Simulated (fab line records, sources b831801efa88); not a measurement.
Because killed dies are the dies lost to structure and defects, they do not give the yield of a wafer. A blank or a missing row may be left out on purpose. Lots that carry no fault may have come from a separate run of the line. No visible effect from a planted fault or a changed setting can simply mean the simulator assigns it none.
fab line records	flow sky130
record lots=14	wafers=42	last_day=50
route steps=708 shown CONTACT@432 METAL1@439 VIA1@469 METAL2@483
lots that met no fault: from a run of the same line without faults
start_h: start of the lot's first displayed wafer, in hours after the record's first day	wait_h: hours since the lot's step before	" identical to the entry in the row above	L1.1+2: one row covering several wafers at once	- no value, or no start given	* or withheld: withheld	< > ~ a bound
route shown NAME@n: a module of which the file shows steps, and the number in the route of the first	usual: mean and standard deviation over wafers with no fault	same: alike in all rows	chamber/n: place in a boat	sites: each site's reading	_std_site: their standard deviation	_edge_site: inner sites' mean taken away from outer sites' mean	radius_mm: for every site, how far away it sits from the centre of the wafer	mask NAME#n: copy n	behind: the last tool/chamber to shape the wafer	hold: the reason the lot was held/the length of the hold in hours/how it ended	device: transistor that didn't switch, given as n, p or np	end of line: the route-end tests of the same wafers	for a step that has no rows: nothing shown but its recipe	killed: dies that structure and defects cost at the first sort, which is not the same as the wafer's yield	map: dies across one wafer; x = killed, . = not, _ = none there
set.NAME: the setting the step ran with; set.NAME@STEP: the setting that earlier step ran with	model.NAME: the simulator's own value behind a step, which no gauge read
one table for each step of the route and one row for each wafer, over a sample of lots
services: when a tool's chamber went out of use (start_h, in hours from the record's first day, below 0 if earlier), for how many hours, and the reason
## steps
# step SKY_CONTACT_THK_MEAS_26
# recipe thk_meas_gauge=xrf	reads=W_of_CONTACT_CVD_24
# usual CONTACT_W_THK=329/5.1
lot.wafer	tool	chamber	start_h	wait_h	CONTACT_W_THK[nm]
L776.1	film_metro-03	-	735.65	0.1	336
L776.3	"	-	"	"	334
L776.4	"	-	"	"	340
L777.4	film_metro-01	-	737.71	0.1	315
L777.5	"	-	"	"	318
L777.6	"	-	"	"	318
L778.3	film_metro-03	-	763.86	0.1	326
L778.5	"	-	"	"	333
L778.6	"	-	"	"	332
L779.1	film_metro-01	-	764.31	0.1	327
L779.3	"	-	"	"	326
L779.4	"	-	"	"	330
L782.1	film_metro-03	-	783.65	0.1	331
L782.3	"	-	"	"	333
L782.6	"	-	"	"	330
L787.1	film_metro-01	-	821.00	0.1	331
L787.4	"	-	"	"	329
L787.6	"	-	"	"	334
L786.2	film_metro-03	-	821.70	0.1	335
L786.5	"	-	"	"	337
L786.6	"	-	"	"	331
L789.3	film_metro-03	-	844.40	0.1	337
L789.4	"	-	"	"	335
L789.6	"	-	"	"	333
L790.2	film_metro-03	-	851.70	0.1	331
L790.4	"	-	"	"	327
L790.6	"	-	"	"	330
L793.1	film_metro-01	-	869.14	0.1	330
L793.3	"	-	"	"	333
L793.6	"	-	"	"	331
L794.1	film_metro-03	-	876.10	0.1	334
L794.3	"	-	"	"	329
L794.5	"	-	"	"	334
L796.1	film_metro-02	-	887.48	0.1	330
L796.4	"	-	"	"	326
L796.6	"	-	"	"	322
L798.1	film_metro-01	-	924.23	0.1	323
L798.3	"	-	"	"	320
L798.4	"	-	"	"	323
L799.2	film_metro-03	-	925.52	0.1	328
L799.4	"	-	"	"	334
L799.5	"	-	"	"	332
# step SKY_METAL1_RS_MEAS_05
# recipe thk_meas_gauge=four-point-probe	reads=TiN_of_METAL1_SPUTTER_04+Ti_of_METAL1_SPUTTER_03+AlCu_of_METAL1_SPUTTER_02+TiN_of_METAL1_SPUTTER_01+Ti_of_METAL1_SPUTTER_00
# usual METAL1_ALCU_RS=0.1275/0.0015
lot.wafer	tool	chamber	start_h	wait_h	METAL1_ALCU_RS[ohm/sq]
L776.1	film_metro-04	-	736.20	0.1	0.1279
L776.3	"	-	"	"	0.1269
L776.4	"	-	"	"	0.1261
L777.4	film_metro-02	-	738.24	0.1	0.1283
L777.5	"	-	"	"	0.1271
L777.6	"	-	"	"	0.1274
L778.3	film_metro-04	-	764.39	0.1	0.1263
L778.5	"	-	"	"	0.1268
L778.6	"	-	"	"	0.1269
L779.1	film_metro-01	-	765.09	0.0	0.1264
L779.3	"	-	"	"	0.1250
L779.4	"	-	"	"	0.1255
L782.1	film_metro-04	-	784.15	0.0	0.1291
L782.3	"	-	"	"	0.1277
L782.6	"	-	"	"	0.1289
L787.1	film_metro-01	-	821.50	0.0	0.1273
L787.4	"	-	"	"	0.1266
L787.6	"	-	"	"	0.1264
L786.2	film_metro-04	-	822.21	0.0	0.1285
L786.5	"	-	"	"	0.1280
L786.6	"	-	"	"	0.1278
L789.3	film_metro-02	-	844.92	0.1	0.1251
L789.4	"	-	"	"	0.1268
L789.6	"	-	"	"	0.1261
L790.2	film_metro-02	-	852.21	0.0	0.1278
L790.4	"	-	"	"	0.1271
L790.6	"	-	"	"	0.1262
L793.1	film_metro-01	-	869.64	0.0	0.1301
L793.3	"	-	"	"	0.1302
L793.6	"	-	"	"	0.1287
L794.1	film_metro-01	-	877.00	0.0	0.1277
L794.3	"	-	"	"	0.1276
L794.5	"	-	"	"	0.1290
L796.1	film_metro-04	-	887.98	0.0	0.1261
L796.4	"	-	"	"	0.1276
L796.6	"	-	"	"	0.1271
L798.1	film_metro-04	-	924.73	0.0	0.1284
L798.3	"	-	"	"	0.1281
L798.4	"	-	"	"	0.1281
L799.2	film_metro-02	-	926.03	0.0	0.1287
L799.4	"	-	"	"	0.1281
L799.5	"	-	"	"	0.1280
# step SKY_VIA1_DEVELOP_11
# recipe develop_time_s=60	resist=KrF-thick	dev_temp_c=21
# usual chill_plate_temp_C=23.02/0.1	develop_time_s=60/0
lot.wafer	tool	chamber	start_h	wait_h	chill_plate_temp_C	develop_time_s
L776.1	litho_track-01	0	790	-	22.92	60
L776.3	"	0	"	"	22.92	60
L776.4	"	0	"	"	23.17	60
L777.4	litho_track-03	0	793	-	22.86	60
L777.5	"	0	"	"	22.89	60
L777.6	"	0	"	"	22.80	60
L778.3	litho_track-02	0	817	-	22.96	60
L778.5	"	0	818	-	23.03	60
L778.6	"	0	"	"	22.82	60
L779.1	litho_track-01	0	818	-	23.08	60
L779.3	"	0	"	"	23.09	60
L779.4	"	0	"	"	23.21	60
L782.1	litho_track-03	0	839	-	22.90	60
L782.3	"	0	"	"	23.19	60
L782.6	"	0	"	"	23.09	60
L787.1	litho_track-02	-	875	-	-	-
L787.4	"	-	"	"	-	-
L787.6	"	-	"	"	-	-
L786.2	litho_track-03	-	875	-	-	-
L786.5	"	-	"	"	-	-
L786.6	"	-	"	"	-	-
L789.3	litho_track-03	0	898	-	22.99	60
L789.4	"	0	"	"	23.14	60
L789.6	"	0	"	"	23.19	60
L790.2	litho_track-01	0	905	-	23.15	60
L790.4	"	0	"	"	23.07	60
L790.6	"	0	"	"	23.13	60
L793.1	litho_track-03	0	922	-	23.14	60
L793.3	"	0	"	"	23.01	60
L793.6	"	0	"	"	23.10	60
L794.1	litho_track-02	0	928	-	23.05	60
L794.3	"	0	"	"	23.03	60
L794.5	"	0	"	"	22.98	60
L796.1	litho_track-02	0	938	-	22.99	60
L796.4	"	0	"	"	23.03	60
L796.6	"	0	"	"	22.85	60
L798.1	litho_track-03	0	974	-	23.08	60
L798.3	"	0	"	"	23.03	60
L798.4	"	0	"	"	23.08	60
L799.2	litho_track-01	0	975	-	23.07	60
L799.4	"	0	"	"	22.97	60
L799.5	"	0	"	"	22.98	60
# step SKY_METAL2_SPUTTER_00
# recipe material=Ti	target_thk_nm=15	power_w=3000	time_s=10	chamber_pressure_pa=0.4
# usual cathode_dc_power_W=3000.0/0.53	throttle_valve_pct=30.2/0.89
lot.wafer	tool	chamber	start_h	wait_h	cathode_dc_power_W	throttle_valve_pct
L776.1	pvd_sputter-04	-	792.33	0.1	2999.9	30.8
L776.3	"	-	"	"	2999.7	30.9
L776.4	"	-	"	"	2999.7	28.9
L777.4	pvd_sputter-04	-	795.06	0.1	2999.1	28.9
L777.5	"	-	"	"	2999.9	31.0
L777.6	"	-	"	"	3001.0	28.7
L778.3	pvd_sputter-04	-	819.61	0.1	3000.0	30.7
L778.5	"	-	"	"	3000.1	30.8
L778.6	"	-	"	"	2999.2	30.6
L779.1	pvd_sputter-02	-	819.99	0.1	3000.4	31.1
L779.3	"	-	"	"	3000.5	29.0
L779.4	"	-	"	"	2999.5	29.0
L782.1	pvd_sputter-04	-	840.75	0.1	3000.3	30.9
L782.3	"	-	"	"	2999.6	30.7
L782.6	"	-	"	"	3000.2	30.5
L789.3	pvd_sputter-04	-	899.83	0.2	2999.4	28.8
L789.4	"	-	"	"	3001.6	30.8
L789.6	"	-	"	"	2999.6	30.7
L790.2	pvd_sputter-02	-	906.89	0.1	2999.1	30.9
L790.4	"	-	"	"	2999.5	29.1
L790.6	"	-	"	"	3000.4	29.1
L793.1	pvd_sputter-02	-	924.13	0.2	3000.6	29.2
L793.3	"	-	"	"	2999.7	29.0
L793.6	"	-	"	"	2999.8	29.0
L794.1	pvd_sputter-04	-	930.17	0.1	3000.0	30.5
L794.3	"	-	"	"	3000.3	30.6
L794.5	"	-	"	"	3000.2	30.9
L796.1	pvd_sputter-02	-	940.33	0.2	2999.7	29.4
L796.4	"	-	"	"	3000.2	29.5
L796.6	"	-	"	"	3000.5	29.2
L798.1	pvd_sputter-03	-	976.22	0.1	2999.4	29.2
L798.3	"	-	"	"	3000.3	32.2
L798.4	"	-	"	"	2999.5	30.8
L799.2	pvd_sputter-02	-	977.12	0.1	2999.4	29.2
L799.4	"	-	"	"	2999.5	30.6
L799.5	"	-	"	"	2999.9	29.1
## services
tool	chamber	start_h	hours	kind
pvd_sputter-03	-	904.85	24.6	repair
pvd_sputter-04	-	937.41	8.7	repair
pvd_sputter-04	-	964.66	21.3	repair
pvd_sputter-02	-	965.46	5.1	repair
## key
first_sign step=SKY_VIA1_DEVELOP_11	reading=tool_record	direction=missing
effect none on later readings
met_at SKY_VIA1_DEVELOP_11
struck_lots L786,L787
later_rows_left_out L786.2,L786.5,L786.6,L787.1,L787.4,L787.6
sort_left_out L786.2,L786.5,L786.6,L787.1,L787.4,L787.6
not_acting_at SKY_CONTACT_THK_MEAS_26,SKY_METAL1_RS_MEAS_05,SKY_METAL2_SPUTTER_00
onset_between 839 875
fault kind=skipped_step_whole	tool=litho_track-02,litho_track-03	chamber=-	onset_h=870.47	steps=SKY_VIA1_DEVELOP_11	scope=struck_lots_only
# sort_left_out: the simulated sort isn't trusted on such a fault, so these wafers' sort isn't shown, and their yield isn't known
# later_rows_left_out: the simulator's readings of these wafers behind a module that went badly wrong aren't trusted and aren't shown, but for the sort
